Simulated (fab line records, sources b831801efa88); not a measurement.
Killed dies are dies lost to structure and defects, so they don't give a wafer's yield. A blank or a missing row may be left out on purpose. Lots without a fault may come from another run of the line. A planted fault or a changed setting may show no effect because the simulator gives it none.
Which tool did it? | flow sky130 | 12 lots, 36 wafers sampled, at 2 steps of a route of 708

WHAT THE GAUGES READ, wafer by wafer
SKY_VIA1_THK_MEAS_23: measures by xrf.
lot  | measured     | on            | VIA1_W_THK (nm)
L075 | day 34 10:46 | film_metro-02 | 263 266 258
L077 | day 35 01:56 | film_metro-01 | 257 259 256
L079 | day 35 09:43 | film_metro-02 | 268 263 270
L081 | day 35 22:24 | film_metro-04 | 270 263 267
L083 | day 36 15:46 | film_metro-01 | 255 257 259
L085 | day 37 08:35 | film_metro-01 | 265 262 259
L087 | day 37 20:52 | film_metro-04 | 265 271 265
L089 | day 38 19:34 | film_metro-04 | 269 266 269
L091 | day 39 15:42 | film_metro-04 | 271 271 270
L092 | day 39 20:15 | film_metro-02 | 265 267 272
L095 | day 41 01:50 | film_metro-04 | 273 274 266
L096 | day 41 09:19 | film_metro-02 | 269 258 264

WHICH TOOL RAN EACH LOT (tool, then ch and the chambers of the sampled wafers, then the start)
lot  | SKY_VIA1_ETCH_15
L075 | rie_diel-02 ch 1,2, day 34 09:49
L077 | rie_diel-04 ch 1,2,3, day 35 00:57
L079 | rie_diel-04 ch 0,1,3, day 35 08:48
L081 | rie_diel-03 ch 0,3, day 35 21:29
L083 | rie_diel-02 ch 0,1, day 36 14:50
L085 | rie_diel-02 ch 1,2,3, day 37 07:39
L087 | rie_diel-04 ch 0,3, day 37 19:55
L089 | rie_diel-02 ch 0,1,2, day 38 18:38
L091 | rie_diel-03 ch 0,2,3, day 39 14:47
L092 | rie_diel-02 ch 0,1,3, day 39 19:20
L095 | rie_diel-03 ch 0,1, day 41 00:53
L096 | rie_diel-02 ch 0,1,2, day 41 08:22
- SKY_VIA1_ETCH_15: etches SiO2 in C4F8/O2/Ar, stops on TiN, target depth 351 nm, time 54 s.

THE ANSWER, worked out from the rows above alone
Rule: what is usual is taken from the lots themselves. Put in order of their means at a reading, lots are off if they are a third of the lots or fewer, leave a main group of 4 or more, and stand apart from it by a gap of 3 or more times the standard deviation of the main group's means; of several such gaps the widest counts. A main group whose means are all the same, to the digits that the tables above print for the reading, isn't used. A lot without any number at a reading at which 4 lots or more have one is off too. The other lots that the step has rows for count as sound.
No lot is off at any reading shown: from this, nothing can be told.

WHAT THE SIMULATOR HAD PUT IN
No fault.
